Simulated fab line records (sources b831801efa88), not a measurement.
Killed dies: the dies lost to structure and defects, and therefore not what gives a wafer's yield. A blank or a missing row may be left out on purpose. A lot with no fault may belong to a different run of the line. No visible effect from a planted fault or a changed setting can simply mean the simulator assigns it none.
Which tool was responsible? -- flow gf180mcu -- 6 lots with 18 wafers sampled at 3 steps, on a route of 602 steps

== WHAT THE GAUGES READ, wafer by wafer ==
GF_SALICIDE_THK_MEAS_05: measures by xrf.
lot,measured,on,SALICIDE_TIN_THK (nm)
L175,day 15 20:24,film-metro-04,19.99 20.24 19.70
L178,day 17 00:23,film-metro-01,20.06 20.22 20.02
L180,day 17 16:03,film-metro-01,20.33 20.44 20.20
L182,day 18 06:33,film-metro-04,19.59 19.71 19.78
L190,day 21 09:10,film-metro-04,16.34 16.29 15.99
L195,day 23 03:40,film-metro-04,16.40 16.33 16.35

== WHAT TOOL EACH LOT RAN ON (gives the tool, then ch and the chambers of the sampled wafers, and finally the start) ==
lot,GF_SAB_STRIP_13,GF_SALICIDE_SPUTTER_03
L175,"plasma-asher-02 ch 0,1, day 15 20:02","pvd-sputter-04, day 15 20:15"
L178,"plasma-asher-02 ch 0,1, day 16 23:57","pvd-sputter-01, day 17 00:13"
L180,"plasma-asher-02 ch 0,1, day 17 15:41","pvd-sputter-03, day 17 15:54"
L182,"plasma-asher-01 ch 0,1, day 18 06:08","pvd-sputter-01, day 18 06:23"
L190,"plasma-asher-01 ch 0,1, day 21 08:48","pvd-sputter-01, day 21 09:01"
L195,"plasma-asher-01 ch 0,1, day 23 03:18","pvd-sputter-01, day 23 03:31"
- GF_SAB_STRIP_13: strips in O2/N2.
- GF_SALICIDE_SPUTTER_03: material TiN, target thk 20 nm, time 16.7 s.

== THE ANSWER, worked out from the rows above alone ==
Rule: usual is defined by the lots themselves. Put in order of their means at a reading, lots are off if they are a third of the lots or fewer, leave a main group of 4 or more, and stand apart from it by a gap of 3 or more times the standard deviation of the main group's means; of several such gaps the widest counts. Not used: any main group whose means are identical at the precision the tables above print for the reading. A lot without any number at a reading at which 4 lots or more have one is off too. All remaining lots with rows at the step are treated as sound.
Off: at GF_SALICIDE_THK_MEAS_05 (SALICIDE_TIN_THK), L190, L195. For the main group the mean is 20.02 nm and the standard deviation 0.23.
If a tool, at a process step before that reading, ran all the lots that are off and no sound lot after the first of them, it fits. Gauges at GF_SALICIDE_THK_MEAS_05: tried the same way as those tools. Can't be told from this: 3 tools fit, plasma-asher-01 at GF_SAB_STRIP_13, pvd-sputter-01 at GF_SALICIDE_SPUTTER_03, film-metro-04 at GF_SALICIDE_THK_MEAS_05.

== WHAT THE SIMULATOR PUT IN ==
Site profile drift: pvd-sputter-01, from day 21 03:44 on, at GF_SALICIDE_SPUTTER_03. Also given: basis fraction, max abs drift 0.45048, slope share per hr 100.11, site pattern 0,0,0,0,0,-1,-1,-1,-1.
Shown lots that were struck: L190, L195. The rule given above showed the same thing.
